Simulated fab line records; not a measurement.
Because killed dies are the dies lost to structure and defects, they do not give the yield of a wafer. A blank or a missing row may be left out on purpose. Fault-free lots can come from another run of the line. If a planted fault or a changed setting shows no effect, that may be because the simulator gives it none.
Which of the tools did it?	flow gf180mcu	Sampling: 24 lots, 72 wafers, 4 of 602 route steps

## WHAT THE GAUGES SHOWED, per wafer
GF_VT_IMPLANT_OVL_MEAS_18. Usual: VT_IMPLANT_01_OVL gives 1.3 nm (standard deviation 1.3).
lot	measured	on	VT_IMPLANT_01_OVL (nm)	flag
L074	day 6 04:07	overlay-02	1.5 1.7 1.2	
L075	day 6 08:11	overlay-01	1.5 2.6 2.2	
L076	day 6 15:40	overlay-01	3.2 3.4 1.5	
L077	day 7 00:27	overlay-02	-0.2 1.5 2.3	
L078	day 7 08:11	overlay-01	0.4 -2.4 0.1	
L079	day 7 17:32	overlay-02	0.6 1.0 -0.3	
L080	day 8 00:30	overlay-01	-0.6 -1.5 -0.5	
L081	day 8 02:40	overlay-02	1.0 1.1 1.8	
L082	day 8 15:31	overlay-01	0.1 1.1 0.9	
L083	day 8 20:13	overlay-01	-0.2 0.2 1.9	
L084	day 9 00:23	overlay-02	3.2 3.4 3.1	
L085	day 9 05:55	overlay-01	3.9 3.4 4.2	
L086	day 9 09:49	overlay-01	1.0 2.9 1.1	
L087	day 9 16:28	overlay-01	1.5 3.2 3.3	
L088	day 10 00:27	overlay-01	2.9 3.0 2.0	
L089	day 10 04:19	overlay-01	1.9 1.1 1.4	
L090	day 10 11:13	overlay-02	2.6 1.9 1.8	
L091	day 10 17:04	overlay-01	-0.6 0.9 -1.0	
L092	day 10 23:15	overlay-01	0.0 -0.7 -0.3	
L093	day 11 07:10	overlay-01	0.7 0.8 1.0	
L094	day 11 13:34	overlay-01	2.5 0.9 2.8	
L095	day 11 20:40	overlay-01	2.4 1.9 3.0	
L096	day 12 01:10	overlay-02	-0.5 0.5 -0.2	
L097	day 12 09:52	overlay-01	0.3 -0.3 1.9	

GF_HV_LDD_TW_MEAS_50. Usual: HV_LDD_4_TW gives 562 (standard deviation 10).
lot	measured	on	HV_LDD_4_TW	flag
L074	day 12 04:41	filmMetro-02	577 572 575	
L075	day 12 12:11	filmMetro-03	555 558 558	
L076	day 12 20:56	filmMetro-03	556 552 554	
L077	day 13 09:26	filmMetro-02	577 576 575	
L078	day 13 18:52	filmMetro-03	554 552 552	
L079	day 14 07:10	filmMetro-03	553 555 556	
L080	day 14 14:20	filmMetro-01	562 561 561	
L081	day 14 19:47	filmMetro-01	561 560 561	
L082	day 15 10:55	filmMetro-01	559 558 561	
L083	day 15 18:46	filmMetro-03	555 554 552	
L084	day 15 22:22	filmMetro-01	557 556 556	
L085	day 16 01:35	filmMetro-03	557 557 560	
L086	day 16 09:48	filmMetro-02	578 578 576	
L087	day 16 17:32	filmMetro-02	578 579 576	
L088	day 17 04:53	filmMetro-03	554 554 548	
L089	day 17 10:49	filmMetro-01	560 559 561	
L090	day 17 16:56	filmMetro-02	585 584 581	
L091	day 17 23:49	filmMetro-03	552 553 554	
L092	day 18 09:11	filmMetro-03	548 553 549	
L093	day 18 18:13	filmMetro-03	546 550 554	
L094	day 19 00:40	filmMetro-02	572 573 575	
L095	day 19 17:26	filmMetro-01	557 557 559	
L096	day 19 23:28	filmMetro-03	552 553 553	
L097	day 20 04:41	filmMetro-02	576 578 574	

GF_M1_OVL_MEAS_15. Usual: M1_OVL gives -1 nm (standard deviation 4.5).
lot	measured	on	M1_OVL (nm)	flag
L074	day 16 20:37	overlay-01	-3 0 -2	
L075	day 17 06:59	overlay-02	3 -2 8	
L076	day 17 16:28	overlay-01	-8 -3 -2	
L077	day 18 06:43	overlay-01	1 -2 -4	
L078	day 18 16:29	overlay-02	-5 -3 -7	
L079	day 19 07:35	overlay-01	2 -3 1	
L080	day 19 17:37	overlay-01	-3 5 -3	
L081	day 20 00:53	overlay-02	-3 -7 3	
L082	day 20 17:32	overlay-01	-7 3 3	
L083	day 21 01:22	overlay-02	2 -4 0	
L084	day 21 02:17	overlay-02	-12 -3 -5	
L085	day 21 08:40	overlay-02	3 3 7	
L086	day 21 15:08	overlay-02	3 2 -1	
L087	day 22 00:28	overlay-01	0 -10 -12	
L088	day 22 13:13	overlay-01	7 7 3	
L089	day 22 18:22	overlay-02	-6 -4 -15	
L090	day 23 00:57	overlay-02	-4 2 2	
L091	day 23 06:41	overlay-02	-1 2 -4	
L092	day 23 15:44	overlay-01	-2 -5 -8	
L093	day 24 01:19	overlay-02	7 10 4	
L094	day 24 06:05	overlay-02	-1 -7 -2	
L095	day 25 02:11	overlay-02	1 1 -2	
L096	day 25 02:19	overlay-01	-5 -5 -7	
L097	day 25 07:15	overlay-01	-5 3 -6	

## EACH LOT AND THE TOOL THAT RAN IT (in order: tool; ch and the chambers of the sampled wafers; start)
lot	GF_SAB_CVD_00
L074	pecvd-02 ch 0,1, day 14 00:17
L075	pecvd-03 ch 0,1, day 14 09:57
L076	pecvd-04 ch 0,2, day 14 19:34
L077	pecvd-03 ch 0,2, day 15 07:15
L078	pecvd-03 ch 0,1,2, day 15 16:43
L079	pecvd-04 ch 0,1, day 16 06:25
L080	pecvd-04 ch 1,2, day 16 14:31
L081	pecvd-04 ch 0,2, day 16 21:31
L082	pecvd-02 ch 1,2, day 17 13:35
L083	pecvd-03 ch 0,1,2, day 17 21:55
L084	pecvd-02 ch 0,1,2, day 17 22:49
L085	pecvd-04 ch 0,1, day 18 03:15
L086	pecvd-03 ch 0,1,2, day 18 11:54
L087	pecvd-04 ch 0,2, day 18 20:28
L088	pecvd-03 ch 0,1,2, day 19 09:15
L089	pecvd-04 ch 0,2, day 19 14:53
L090	pecvd-03 ch 0,1, day 19 21:08
L091	pecvd-03 ch 0,2, day 20 04:23
L092	pecvd-03 ch 0,1,2, day 20 15:04
L093	pecvd-02 ch 1,2, day 20 23:14
L094	pecvd-02 ch 0,1, day 21 05:07
L095	pecvd-03 ch 0,1,2, day 21 21:12
L096	pecvd-03 ch 0,2, day 22 03:18
L097	pecvd-04 ch 0,1, day 22 08:25
- GF_SAB_CVD_00: deposits SiO2 from TEOS, target thk 50 nm, time 4.9302 s.

## AS READ BY THE TOOLS THEMSELVES (means over the sampled wafers that have a number; for cases with no such wafer, the mark the record gives instead)
GF_SAB_CVD_00. Usual: heaterPowerW 691 W, standard deviation 110.
lot	tool	heaterPowerW (W)	flag
L074	pecvd-02	593	
L075	pecvd-03	691	
L076	pecvd-04	689	
L077	pecvd-03	712	
L078	pecvd-03	707	
L079	pecvd-04	582	
L080	pecvd-04	687	
L081	pecvd-04	619	
L082	pecvd-02	824	
L083	pecvd-03	679	
L084	pecvd-02	829	
L085	pecvd-04	588	
L086	pecvd-03	649	
L087	pecvd-04	603	
L088	pecvd-03	716	
L089	pecvd-04	640	
L090	pecvd-03	631	
L091	pecvd-03	689	
L092	pecvd-03	734	
L093	pecvd-02	818	
L094	pecvd-02	706	
L095	pecvd-03	683	
L096	pecvd-03	714	
L097	pecvd-04	589	

## THE ANSWER, worked out from the rows above alone
Rule: a lot counts as off when the mean over its wafers that have a number is more than 3 standard deviations away from the usual mean. Also off: a lot with no number at a reading for which 4 or more lots have one. The other lots that the step has rows for count as sound. The gauges are gone through in route order, then the tools' own readings, and for those a lot's mean is taken as printed above. The first step at which some lot is off is used, and at that step the reading that is off furthest; a lot without a number counts as furthest.
No lot is off at any reading shown: from this, nothing can be told.

## WHAT THE SIMULATOR HAD PUT IN
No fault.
